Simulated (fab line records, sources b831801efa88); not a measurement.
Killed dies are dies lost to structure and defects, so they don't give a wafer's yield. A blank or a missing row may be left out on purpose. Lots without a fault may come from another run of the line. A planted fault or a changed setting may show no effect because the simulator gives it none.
Which tool did it? | flow gf180mcu | 24 lots, 72 wafers sampled, at 6 steps of a route of 602

WHAT THE GAUGES READ, wafer by wafer
The record holds no reading of a measuring or inspecting step that can be judged against a usual standard deviation.

WHICH TOOL RAN EACH LOT (tool, then ch and the chambers of the sampled wafers, then the start)
lot  | GF_M3_STRIP_17                       | GF_V3_SPUTTER_21             | GF_M4_SPUTTER_00             | GF_V4_ETCH_17                                 | GF_V4_STRIP_18                       | GF_MIM_SPUTTER_03
L074 | plasma_asher-04 ch 0,1, day 21 09:25 | pvd_sputter-02, day 22 11:28 | pvd_sputter-01, day 22 12:10 | rie_diel-01 ch 0,3, day 24 11:16 or earlier   | plasma_asher-03 ch 0,1, day 24 11:16 | pvd_sputter-04, day 24 12:37
L075 | plasma_asher-02 ch 0,1, day 21 22:22 | pvd_sputter-03, day 22 23:55 | pvd_sputter-02, day 23 00:37 | rie_diel-03 ch 0,1,2, day 24 23:01 or earlier | plasma_asher-03 ch 0,1, day 24 23:01 | pvd_sputter-01, day 25 00:25
L076 | plasma_asher-04 ch 0,1, day 22 02:25 | pvd_sputter-04, day 23 03:59 | pvd_sputter-02, day 23 04:40 | rie_diel-03 ch 1,3, day 25 03:40 or earlier   | plasma_asher-04 ch 1, day 25 03:40   | pvd_sputter-03, day 25 05:03
L077 | plasma_asher-04 ch 0,1, day 22 16:19 | pvd_sputter-03, day 23 17:08 | pvd_sputter-02, day 23 17:50 | rie_diel-01 ch 0,1, day 25 15:22 or earlier   | plasma_asher-04 ch 0,1, day 25 15:22 | pvd_sputter-01, day 25 16:45
L078 | plasma_asher-04 ch 0,1, day 23 07:33 | pvd_sputter-04, day 24 07:57 | pvd_sputter-02, day 24 08:47 | rie_diel-02 ch 0,1,2, day 26 05:22 or earlier | plasma_asher-04 ch 0,1, day 26 05:22 | pvd_sputter-04, day 26 06:43
L079 | plasma_asher-04 ch 0,1, day 23 09:24 | pvd_sputter-03, day 24 09:51 | pvd_sputter-02, day 24 10:41 | rie_diel-01 ch 0,2,3, day 26 07:32 or earlier | plasma_asher-01 ch 0,1, day 26 07:32 | pvd_sputter-04, day 26 08:56
L080 | plasma_asher-02 ch 0, day 23 20:59   | pvd_sputter-04, day 24 21:06 | pvd_sputter-02, day 24 21:47 | rie_diel-03 ch 1,2,3, day 26 18:02 or earlier | plasma_asher-03 ch 0,1, day 26 18:02 | pvd_sputter-03, day 26 19:35
L081 | plasma_asher-01 ch 0,1, day 24 00:50 | pvd_sputter-02, day 25 00:27 | pvd_sputter-01, day 25 01:19 | rie_diel-02 ch 0,2,3, day 26 21:10 or earlier | plasma_asher-01 ch 0,1, day 26 21:10 | pvd_sputter-03, day 26 22:31
L082 | plasma_asher-04 ch 0,1, day 24 09:56 | pvd_sputter-04, day 25 09:41 | pvd_sputter-01, day 25 10:23 | rie_diel-03 ch 0,1, day 27 05:43 or earlier   | plasma_asher-04 ch 0,1, day 27 05:43 | pvd_sputter-03, day 27 07:06
L083 | plasma_asher-02 ch 0,1, day 24 12:10 | pvd_sputter-04, day 25 11:51 | pvd_sputter-03, day 25 12:32 | rie_diel-02 ch 0,1,2, day 27 07:59 or earlier | plasma_asher-03 ch 1, day 27 07:59   | pvd_sputter-01, day 27 09:29
L084 | plasma_asher-04 ch 0,1, day 25 04:16 | pvd_sputter-03, day 26 03:45 | pvd_sputter-01, day 26 04:26 | rie_diel-03 ch 0,3, day 27 23:55 or earlier   | plasma_asher-03 ch 0,1, day 27 23:55 | pvd_sputter-03, day 28 01:19
L085 | plasma_asher-01 ch 0,1, day 25 17:55 | pvd_sputter-03, day 26 16:21 | pvd_sputter-01, day 26 17:08 | rie_diel-02 ch 0,2,3, day 28 11:20 or earlier | plasma_asher-01 ch 1, day 28 11:20   | pvd_sputter-03, day 28 12:44
L086 | plasma_asher-02 ch 0,1, day 25 20:45 | pvd_sputter-02, day 26 19:37 | pvd_sputter-03, day 26 20:19 | rie_diel-02 ch 1,2, day 28 14:12 or earlier   | plasma_asher-03 ch 0,1, day 28 14:12 | pvd_sputter-03, day 28 15:35
L087 | plasma_asher-02 ch 0,1, day 26 05:09 | pvd_sputter-02, day 27 04:23 | pvd_sputter-01, day 27 05:05 | rie_diel-02 ch 1,2, day 28 22:43 or earlier   | plasma_asher-04 ch 0,1, day 28 22:43 | pvd_sputter-01, day 29 00:15
L088 | plasma_asher-02 ch 1, day 26 12:59   | pvd_sputter-02, day 27 11:18 | pvd_sputter-03, day 27 11:59 | rie_diel-02 ch 0,3, day 29 05:37 or earlier   | plasma_asher-04 ch 0,1, day 29 05:37 | pvd_sputter-01, day 29 07:07
L089 | plasma_asher-02 ch 0,1, day 26 22:58 | pvd_sputter-04, day 27 20:59 | pvd_sputter-02, day 27 21:41 | rie_diel-01 ch 0,1, day 29 13:42 or earlier   | plasma_asher-03 ch 0,1, day 29 13:42 | pvd_sputter-01, day 29 15:03
L090 | plasma_asher-02 ch 0,1, day 27 04:53 | pvd_sputter-03, day 28 02:36 | pvd_sputter-01, day 28 03:20 | rie_diel-03 ch 1,2,3, day 29 20:30 or earlier | plasma_asher-03 ch 0,1, day 29 20:30 | pvd_sputter-04, day 29 21:51
L091 | plasma_asher-04 ch 0,1, day 27 09:31 | pvd_sputter-02, day 28 07:22 | pvd_sputter-01, day 28 08:04 | rie_diel-03 ch 1,2, day 29 23:40 or earlier   | plasma_asher-04 ch 0,1, day 29 23:40 | pvd_sputter-01, day 30 01:05
L092 | plasma_asher-04 ch 0,1, day 27 15:50 | pvd_sputter-02, day 28 12:59 | pvd_sputter-01, day 28 13:40 | rie_diel-03 ch 0,1,2, day 30 05:51 or earlier | plasma_asher-04 ch 0,1, day 30 05:51 | pvd_sputter-03, day 30 07:14
L093 | plasma_asher-04 ch 0,1, day 27 20:12 | pvd_sputter-02, day 28 17:59 | pvd_sputter-01, day 28 18:40 | rie_diel-03 ch 1,2,3, day 30 09:34 or earlier | plasma_asher-03 ch 0,1, day 30 09:34 | pvd_sputter-04, day 30 11:01
L094 | plasma_asher-02 ch 0,1, day 28 05:44 | pvd_sputter-02, day 29 03:01 | pvd_sputter-03, day 29 03:43 | rie_diel-03 ch 1,2, day 30 19:03 or earlier   | plasma_asher-01 ch 0,1, day 30 19:03 | pvd_sputter-01, day 30 20:26
L095 | plasma_asher-04 ch 0,1, day 28 09:46 | pvd_sputter-02, day 29 07:20 | pvd_sputter-01, day 29 08:02 | rie_diel-01 ch 0,1,2, day 30 22:43 or earlier | plasma_asher-01 ch 0,1, day 30 22:43 | pvd_sputter-01, day 31 00:06
L096 | plasma_asher-02 ch 0,1, day 28 18:25 | pvd_sputter-02, day 29 15:50 | pvd_sputter-01, day 29 16:31 | rie_diel-03 ch 0,2,3, day 31 06:49 or earlier | plasma_asher-04 ch 0,1, day 31 06:49 | pvd_sputter-04, day 31 08:13
L097 | plasma_asher-02 ch 0,1, day 29 02:07 | pvd_sputter-03, day 29 22:53 | pvd_sputter-03, day 29 23:34 | rie_diel-03 ch 0,1, day 31 13:20 or earlier   | plasma_asher-04 ch 0,1, day 31 13:20 | pvd_sputter-04, day 31 14:55
- GF_M3_STRIP_17: strips in O2/N2.
- GF_V3_SPUTTER_21: material Ti, target thk 15 nm, time 80.02 s.
- GF_M4_SPUTTER_00: material Ti, target thk 37.5 nm, time 150 s.
- GF_V4_ETCH_17: etches SiO2 in C4F8/O2/Ar, stops on TiN, target depth 630 nm.
- GF_V4_STRIP_18: strips in O2/N2.
- GF_MIM_SPUTTER_03: material Ti, target thk 10 nm, time 6.7 s.

WHAT THE TOOLS THEMSELVES READ (means of the sampled wafers that have a number; where no wafer has one, the mark that the record gives instead)
GF_M3_STRIP_17. Usual: drypump_motor_current_A 5.8 A, standard deviation 0.48; heater_power_w 346 W, standard deviation 18; oes_product_au 0.558 a.u., standard deviation 0.0053; strip_time_to_endpoint_s 7.87 s, standard deviation 0.07.
lot  | tool            | drypump_motor_current_A (A) | heater_power_w (W) | oes_product_au (a.u.) | strip_time_to_endpoint_s (s) | flag
L074 | plasma_asher-04 | 5.5                         | 342                | 0.558                 | 7.87                         |
L075 | plasma_asher-02 | 5.9                         | 359                | 0.558                 | 7.87                         |
L076 | plasma_asher-04 | 5.6                         | 339                | 0.556                 | 7.89                         |
L077 | plasma_asher-04 | 5.5                         | 340                | 0.559                 | 7.92                         |
L078 | plasma_asher-04 | 5.6                         | 341                | 0.558                 | 7.74                         |
L079 | plasma_asher-04 | 5.5                         | 346                | 0.551                 | 7.79                         |
L080 | plasma_asher-02 | 6.6                         | 335                | 0.554                 | 7.85                         |
L081 | plasma_asher-01 | 5.3                         | 331                | 0.560                 | 7.97                         |
L082 | plasma_asher-04 | 5.5                         | 346                | 0.559                 | 7.85                         |
L083 | plasma_asher-02 | 6.3                         | 343                | 0.557                 | 7.85                         |
L084 | plasma_asher-04 | 5.5                         | 350                | 0.562                 | 7.90                         |
L085 | plasma_asher-01 | 5.3                         | 333                | 0.556                 | 7.82                         |
L086 | plasma_asher-02 | 6.3                         | 347                | 0.557                 | 7.87                         |
L087 | plasma_asher-02 | 6.3                         | 355                | 0.559                 | 7.93                         |
L088 | plasma_asher-02 | 5.6                         | 372                | 0.563                 | 7.96                         |
L089 | plasma_asher-02 | 6.3                         | 347                | 0.558                 | 7.78                         |
L090 | plasma_asher-02 | 5.9                         | 355                | 0.559                 | 7.81                         |
L091 | plasma_asher-04 | 5.6                         | 342                | 0.556                 | 7.86                         |
L092 | plasma_asher-04 | 5.5                         | 343                | 0.562                 | 7.90                         |
L093 | plasma_asher-04 | 5.6                         | 334                | 0.556                 | 7.82                         |
L094 | plasma_asher-02 | 5.9                         | 362                | 0.557                 | 7.80                         |
L095 | plasma_asher-04 | 5.5                         | 344                | 0.564                 | 7.92                         |
L096 | plasma_asher-02 | 5.9                         | 359                | 0.561                 | 7.88                         |
L097 | plasma_asher-02 | 5.9                         | 361                | 0.562                 | 7.97                         |

GF_V3_SPUTTER_21. Usual: cathode_dc_power_W 2500.0 W, standard deviation 0.46; throttle_valve_pct 30.1 %, standard deviation 0.63.
lot  | tool           | cathode_dc_power_W (W) | throttle_valve_pct (%) | flag
L074 | pvd_sputter-02 | 2500.1                 | 30.3                   |
L075 | pvd_sputter-03 | 2500.5                 | 29.8                   |
L076 | pvd_sputter-04 | 2499.5                 | 29.9                   |
L077 | pvd_sputter-03 | 2500.0                 | 29.8                   |
L078 | pvd_sputter-04 | 2500.1                 | 30.0                   |
L079 | pvd_sputter-03 | 2500.1                 | 30.1                   |
L080 | pvd_sputter-04 | 2500.1                 | 29.9                   |
L081 | pvd_sputter-02 | 2500.1                 | 30.5                   |
L082 | pvd_sputter-04 | 2500.0                 | 30.3                   |
L083 | pvd_sputter-04 | 2500.4                 | 29.8                   |
L084 | pvd_sputter-03 | 2499.8                 | 30.2                   |
L085 | pvd_sputter-03 | 2499.6                 | 29.5                   |
L086 | pvd_sputter-02 | 2500.5                 | 30.7                   |
L087 | pvd_sputter-02 | 2499.8                 | 30.5                   |
L088 | pvd_sputter-02 | 2499.7                 | 30.2                   |
L089 | pvd_sputter-04 | 2499.8                 | 30.3                   |
L090 | pvd_sputter-03 | 2499.8                 | 30.0                   |
L091 | pvd_sputter-02 | 2500.1                 | 30.6                   |
L092 | pvd_sputter-02 | 2500.0                 | 30.5                   |
L093 | pvd_sputter-02 | 2500.3                 | 30.7                   |
L094 | pvd_sputter-02 | 2500.1                 | 30.0                   |
L095 | pvd_sputter-02 | 2500.2                 | 30.2                   |
L096 | pvd_sputter-02 | 2499.8                 | 30.2                   |
L097 | pvd_sputter-03 | 2500.1                 | 30.0                   |

GF_M4_SPUTTER_00. Usual: cathode_dc_power_W 4000.0 W, standard deviation 0.75; throttle_valve_pct 29.9 %, standard deviation 0.75.
lot  | tool           | cathode_dc_power_W (W) | throttle_valve_pct (%) | flag
L074 | pvd_sputter-01 | 3999.6                 | 30.0                   |
L075 | pvd_sputter-02 | 3999.3                 | 30.4                   |
L076 | pvd_sputter-02 | 3999.9                 | 29.9                   |
L077 | pvd_sputter-02 | 3999.7                 | 30.2                   |
L078 | pvd_sputter-02 | 3999.3                 | 30.3                   |
L079 | pvd_sputter-02 | 4000.8                 | 30.4                   |
L080 | pvd_sputter-02 | 3999.5                 | 30.7                   |
L081 | pvd_sputter-01 | 4000.9                 | 30.1                   |
L082 | pvd_sputter-01 | 3999.5                 | 29.3                   |
L083 | pvd_sputter-03 | 4000.1                 | 30.6                   |
L084 | pvd_sputter-01 | 4000.3                 | 30.3                   |
L085 | pvd_sputter-01 | 4000.3                 | 29.9                   |
L086 | pvd_sputter-03 | 4000.3                 | 30.2                   |
L087 | pvd_sputter-01 | 3999.9                 | 30.0                   |
L088 | pvd_sputter-03 | 4000.1                 | 30.1                   |
L089 | pvd_sputter-02 | 4000.7                 | 30.1                   |
L090 | pvd_sputter-01 | 3999.4                 | 29.6                   |
L091 | pvd_sputter-01 | 3999.7                 | 29.4                   |
L092 | pvd_sputter-01 | 3999.6                 | 30.5                   |
L093 | pvd_sputter-01 | 4000.6                 | 29.8                   |
L094 | pvd_sputter-03 | 3999.6                 | 29.5                   |
L095 | pvd_sputter-01 | 4000.3                 | 29.0                   |
L096 | pvd_sputter-01 | 3999.6                 | 29.3                   |
L097 | pvd_sputter-03 | 4000.0                 | 29.3                   |

GF_V4_ETCH_17. Usual: oes_product_au 0.856 a.u., standard deviation 0.0045.
lot  | tool        | oes_product_au (a.u.) | flag
L074 | rie_diel-01 | 0.860                 |
L075 | rie_diel-03 | 0.860                 |
L076 | rie_diel-03 | 0.855                 |
L077 | rie_diel-01 | 0.859                 |
L078 | rie_diel-02 | 0.854                 |
L079 | rie_diel-01 | 0.856                 |
L080 | rie_diel-03 | 0.856                 |
L081 | rie_diel-02 | 0.855                 |
L082 | rie_diel-03 | 0.855                 |
L083 | rie_diel-02 | 0.861                 |
L084 | rie_diel-03 | 0.856                 |
L085 | rie_diel-02 | 0.858                 |
L086 | rie_diel-02 | 0.858                 |
L087 | rie_diel-02 | 0.856                 |
L088 | rie_diel-02 | 0.863                 |
L089 | rie_diel-01 | 0.854                 |
L090 | rie_diel-03 | 0.853                 |
L091 | rie_diel-03 | 0.860                 |
L092 | rie_diel-03 | 0.853                 |
L093 | rie_diel-03 | 0.856                 |
L094 | rie_diel-03 | 0.854                 |
L095 | rie_diel-01 | 0.858                 |
L096 | rie_diel-03 | 0.855                 |
L097 | rie_diel-03 | 0.857                 |

GF_V4_STRIP_18. Usual: drypump_motor_current_A 5.52 A, standard deviation 0.3; heater_power_w 329 W, standard deviation 15; oes_product_au 0.593 a.u., standard deviation 0.0051.
lot  | tool            | drypump_motor_current_A (A) | heater_power_w (W) | oes_product_au (a.u.) | flag
L074 | plasma_asher-03 | 5.72                        | 316                | 0.590                 |
L075 | plasma_asher-03 | 5.72                        | 316                | 0.590                 |
L076 | plasma_asher-04 | 5.37                        | 351                | 0.594                 |
L077 | plasma_asher-04 | 5.47                        | 340                | 0.594                 |
L078 | plasma_asher-04 | 5.57                        | 341                | 0.595                 |
L079 | plasma_asher-01 | 5.48                        | 323                | 0.587                 |
L080 | plasma_asher-03 | 5.47                        | 322                | 0.594                 |
L081 | plasma_asher-01 | 5.28                        | 336                | 0.593                 |
L082 | plasma_asher-04 | 5.48                        | 341                | 0.595                 |
L083 | plasma_asher-03 | 5.97                        | 307                | 0.594                 |
L084 | plasma_asher-03 | 5.72                        | 314                | 0.593                 |
L085 | plasma_asher-01 | 5.07                        | 336                | 0.592                 |
L086 | plasma_asher-03 | 5.72                        | 317                | 0.596                 |
L087 | plasma_asher-04 | 5.48                        | 344                | 0.596                 |
L088 | plasma_asher-04 | 5.48                        | 345                | 0.594                 |
L089 | plasma_asher-03 | 5.47                        | 315                | 0.594                 |
L090 | plasma_asher-03 | 5.73                        | 317                | 0.590                 |
L091 | plasma_asher-04 | 5.57                        | 336                | 0.593                 |
L092 | plasma_asher-04 | 5.56                        | 344                | 0.590                 |
L093 | plasma_asher-03 | 5.72                        | 314                | 0.589                 |
L094 | plasma_asher-01 | 5.50                        | 328                | 0.588                 |
L095 | plasma_asher-01 | 5.50                        | 321                | 0.595                 |
L096 | plasma_asher-04 | 5.55                        | 338                | 0.595                 |
L097 | plasma_asher-04 | 5.59                        | 335                | 0.592                 |

GF_MIM_SPUTTER_03. Usual: cathode_dc_power_W 3000.0 W, standard deviation 0.5; throttle_valve_pct 29.8 %, standard deviation 0.75.
lot  | tool           | cathode_dc_power_W (W) | throttle_valve_pct (%) | flag
L074 | pvd_sputter-04 | 2999.8                 | 29.1                   |
L075 | pvd_sputter-01 | 2999.5                 | 30.2                   |
L076 | pvd_sputter-03 | 2999.6                 | 30.3                   |
L077 | pvd_sputter-01 | 3000.1                 | 29.8                   |
L078 | pvd_sputter-04 | 2999.6                 | 29.8                   |
L079 | pvd_sputter-04 | 3000.2                 | 30.5                   |
L080 | pvd_sputter-03 | 3000.4                 | 29.8                   |
L081 | pvd_sputter-03 | 2999.4                 | 30.0                   |
L082 | pvd_sputter-03 | 2999.9                 | 29.4                   |
L083 | pvd_sputter-01 | 2999.8                 | 30.0                   |
L084 | pvd_sputter-03 | 3000.5                 | 30.0                   |
L085 | pvd_sputter-03 | 3000.3                 | 30.3                   |
L086 | pvd_sputter-03 | 2999.8                 | 30.0                   |
L087 | pvd_sputter-01 | 3000.0                 | 29.3                   |
L088 | pvd_sputter-01 | 3000.3                 | 29.3                   |
L089 | pvd_sputter-01 | 3000.2                 | 29.3                   |
L090 | pvd_sputter-04 | 2999.8                 | 29.8                   |
L091 | pvd_sputter-01 | 2999.7                 | 29.5                   |
L092 | pvd_sputter-03 | 2999.8                 | 30.1                   |
L093 | pvd_sputter-04 | 2999.4                 | 29.8                   |
L094 | pvd_sputter-01 | 3000.2                 | 29.7                   |
L095 | pvd_sputter-01 | 2999.9                 | 29.4                   |
L096 | pvd_sputter-04 | 2999.5                 | 30.4                   |
L097 | pvd_sputter-04 | 3000.1                 | 29.7                   |

THE ANSWER, worked out from the rows above alone
Rule: a lot is off if the mean of its wafers that have a number lies more than 3 standard deviations from the usual mean. A lot without any number at a reading at which 4 lots or more have one is off too. The other lots that the step has rows for count as sound. The gauges are gone through in route order, then the tools' own readings, and for those a lot's mean is taken as printed above. The first step at which some lot is off is used, and at that step the reading that is off furthest; a lot without a number counts as furthest.
No lot is off at any reading shown: from this, nothing can be told.

WHAT THE SIMULATOR HAD PUT IN
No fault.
